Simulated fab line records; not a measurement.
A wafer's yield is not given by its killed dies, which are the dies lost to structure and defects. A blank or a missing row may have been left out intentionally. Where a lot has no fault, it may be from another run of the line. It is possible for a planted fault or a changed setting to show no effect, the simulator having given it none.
The tool behind it: which one?	flow gf180mcu	6 lots with 18 wafers sampled at 3 steps, on a route of 602 steps

WHAT THE GAUGES SHOWED, per wafer
GF_POLY_GATE_THK_MEAS_17.
lot	measured	on	POLY_GATE_OXIDATION_THK (nm)
L262	day 10 12:28	film-metro-02	3.99 3.86 3.86
L266	day 11 21:09	film-metro-03	6.19 6.08 6.15
L269	day 12 13:43	film-metro-04	3.89 3.89 3.90
L276	day 14 17:22	film-metro-02	7.00 6.98 6.72
L278	day 15 06:20	film-metro-02	4.14 4.08 4.16
L281	day 16 00:02	film-metro-03	4.13 4.09 4.15

TOOL THAT RAN EACH LOT (tool first, then ch and the chambers of the sampled wafers, then the start)
lot	GF_VT_IMPLANT_STRIP_09	GF_POLY_GATE_OXIDATION_16
L262	plasma-asher-02 ch 0,1, day 6 17:32	furnace-02 ch 0, day 10 11:12
L266	plasma-asher-04 ch 0,1, day 7 18:14	furnace-02 ch 0, day 11 17:30
L269	plasma-asher-02 ch 0,1, day 8 11:37	furnace-02 ch 0, day 12 12:28
L276	plasma-asher-03 ch 0,1, day 10 04:34	furnace-01 ch 0, day 14 13:44
L278	plasma-asher-03 ch 0,1, day 10 19:01	furnace-01 ch 0, day 15 05:05
L281	plasma-asher-04 ch 0,1, day 11 11:43	furnace-01 ch 0, day 15 22:47
- GF_VT_IMPLANT_STRIP_09: strips in O2/N2.
- GF_POLY_GATE_OXIDATION_16: stabilise 600 s, purge 300 s, target thk 4 nm.

THE ANSWER, worked out from the rows above alone
Rule: the usual values come from the lots themselves. The widest of any qualifying gaps counts: lots, ordered by their means at a reading, are off when they make up no more than a third of the lots, leave a main group of 4 or more, and stand apart from it by 3 or more times the standard deviation of that group's means. If all means in a main group match to the digits the tables above print for the reading, that group is not used. A lot without any number at a reading at which 4 lots or more have one is off too. All remaining lots with rows at the step are treated as sound.
Off: L266, L276, seen at GF_POLY_GATE_THK_MEAS_17 (POLY_GATE_OXIDATION_THK). For the main group the mean is 4.01 nm and the standard deviation 0.11.
A tool fits if, at a process step before that reading, it ran every lot that is off, and no sound lot after the first of them. The gauges at GF_POLY_GATE_THK_MEAS_17 are tried like those tools. Not one of the candidates tried fits.

WHAT HAD BEEN PUT IN BY THE SIMULATOR
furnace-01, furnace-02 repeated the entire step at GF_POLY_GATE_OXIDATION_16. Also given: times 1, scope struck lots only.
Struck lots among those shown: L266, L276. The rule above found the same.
